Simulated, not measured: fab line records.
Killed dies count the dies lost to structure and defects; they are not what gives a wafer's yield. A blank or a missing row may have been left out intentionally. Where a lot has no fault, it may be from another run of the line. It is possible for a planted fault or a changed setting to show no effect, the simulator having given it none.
Chamber matching ; flow sfq-line ; SFQ_TRILAYER_I7_CMP_CMP_184 on cmp-01: 4 sister chambers
The step polishes SiO2. 15 wafers are shown with their chamber, then 7 later ones without.

## WAFERS WITH THEIR CHAMBER
wafer;chamber;motor-current-A (A);head-pressure-psi (psi);time-to-endpoint-s (s)
L654.4;0;8.7;3.005;214
L654.1;2;9.6;3.002;217
L654.6;1;8.9;2.992;218
L657.3;0;8.2;2.999;216
L657.5;3;10.3;3.007;220
L657.6;2;9.8;3.008;226
L660.4;1;9.3;2.996;215
L660.1;3;10.2;2.998;208
L660.5;1;9.1;3.004;215
L662.4;2;10.0;3.006;212
L662.5;0;8.6;3.006;217
L662.6;1;9.1;2.996;216
L664.3;0;8.1;3.005;216
L664.5;2;9.2;3.006;221
L664.6;1;9.1;2.997;221

SIGNATURES (means of the wafers above)
reading;chamber 0;chamber 1;chamber 2;chamber 3;scatter within a chamber
motor-current-A;8.400;9.100;9.650;10.250;0.251
head-pressure-psi;3.00375;2.99700;3.00550;3.00250;0.00389
time-to-endpoint-s;215.75;217.00;219.00;214.00;4.36
Rule: a wafer lies at a distance from a chamber equal to the root of the sum of squares, over the readings, of (its reading less the chamber's mean, divided by the reading's scatter). If the next closest chamber is less than 2 further off than the closest, the wafer can't be placed; otherwise it belongs to the closest. The scatter is the square root of a quotient: the sum, over the shown wafers, of each reading's squared deviation from its chamber's mean, divided by wafers minus chambers.

## WAFERS WHOSE CHAMBER IS MISSING
wafer;motor-current-A (A);head-pressure-psi (psi);time-to-endpoint-s (s)
L665.3;9.4;2.998;216
L665.4;8.8;2.985;224
L667.1;9.9;3.017;209
L667.5;8.2;2.990;217
L668.1;10.4;3.004;202
L668.4;8.9;2.994;210
L668.5;10.3;3.010;213

## EACH ONE'S CHAMBER
wafer;from the rows above;in truth
L665.3;can't be placed: 1 or 2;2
L665.4;can't be placed: 1 or 0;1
L667.1;can't be placed: 2 or 3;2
L667.5;can't be placed: 0 or 1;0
L668.1;3;3
L668.4;can't be placed: 1 or 0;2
L668.5;can't be placed: 3 or 2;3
Correct placement for 1 of the 7. Cannot be placed on the basis of these rows: 6; the candidates contain the true chamber in 5. Placed wrongly: 0.
